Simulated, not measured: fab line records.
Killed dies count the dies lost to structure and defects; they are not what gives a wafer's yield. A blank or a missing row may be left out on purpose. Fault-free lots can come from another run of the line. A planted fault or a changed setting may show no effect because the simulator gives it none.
The tool behind it: which one?	flow sfqLine	Sampling: 7 lots, 21 wafers, 3 of 325 route steps

## WHAT THE GAUGES READ, wafer by wafer
SFQ_M2_RS_MEAS_914: the measuring method here is four-point-probe.
lot	measured	on	M2_NB_RS (ohm/sq)
L826	day 32 11:15	filmMetro-01	0.868 0.860 0.878
L829	day 33 09:28	filmMetro-02	0.882 0.885 0.886
L831	day 34 19:55	filmMetro-02	0.894 0.897 0.889
L833	day 35 17:23	filmMetro-04	0.874 0.882 0.875
L843	day 39 10:20	filmMetro-02	0.887 0.892 0.887
L846	day 39 21:07	filmMetro-01	1.190 1.203 1.198
L848	day 41 17:17	filmMetro-01	0.885 0.890 0.892

## WHAT TOOL EACH LOT RAN ON (gives the tool, then ch and the chambers of the sampled wafers, and finally the start)
lot	SFQ_TRILAYER_L0_BARC_OPEN_METAL_ETCH_010	SFQ_TRILAYER_M2_DEP_SPUTTER_055
L826	rieMetal-02 ch 1, day 4 23:59	pvdSputter-03, day 32 11:10
L829	rieMetal-02 ch 0,1, day 5 18:03	pvdSputter-03, day 33 09:22
L831	rieMetal-04 ch 0,1, day 6 08:29	pvdSputter-05, day 34 19:50
L833	rieMetal-02 ch 0,1, day 6 16:51	pvdSputter-05, day 35 17:18
L843	rieMetal-03 ch 0, day 9 01:26	pvdSputter-06, day 39 10:13
L846	rieMetal-02 ch 0,1, day 9 19:24	pvdSputter-03, day 39 21:01
L848	rieMetal-03 ch 0, day 10 09:48	pvdSputter-06, day 41 17:11
- SFQ_TRILAYER_L0_BARC_OPEN_METAL_ETCH_010: etches BARC in O2, target depth 125 nm, time 41.7 s.
- SFQ_TRILAYER_M2_DEP_SPUTTER_055: material Nb, target thk 200 nm, time 133.3 s.

## THE ANSWER, worked out from the rows above alone
Rule: what is usual is taken from the lots themselves. Put in order of their means at a reading, lots are off if they are a third of the lots or fewer, leave a main group of 4 or more, and stand apart from it by a gap of 3 or more times the standard deviation of the main group's means; of several such gaps the widest counts. Not used: any main group whose means are identical at the precision the tables above print for the reading. Also off: a lot with no number at a reading for which 4 or more lots have one. All remaining lots with rows at the step are treated as sound.
Off: L846, seen at SFQ_M2_RS_MEAS_914 (M2_NB_RS). The main group has a mean of 0.883 ohm/sq with a standard deviation of 0.0083.
A tool fits if, at a process step before that reading, it ran every lot that is off, and no sound lot after the first of them. Those tools and the gauges at SFQ_M2_RS_MEAS_914 are tried in the same way. Undecided on this evidence; 2 tools fit (rieMetal-02 at SFQ_TRILAYER_L0_BARC_OPEN_METAL_ETCH_010, pvdSputter-03 at SFQ_TRILAYER_M2_DEP_SPUTTER_055).

## WHAT HAD BEEN PUT IN BY THE SIMULATOR
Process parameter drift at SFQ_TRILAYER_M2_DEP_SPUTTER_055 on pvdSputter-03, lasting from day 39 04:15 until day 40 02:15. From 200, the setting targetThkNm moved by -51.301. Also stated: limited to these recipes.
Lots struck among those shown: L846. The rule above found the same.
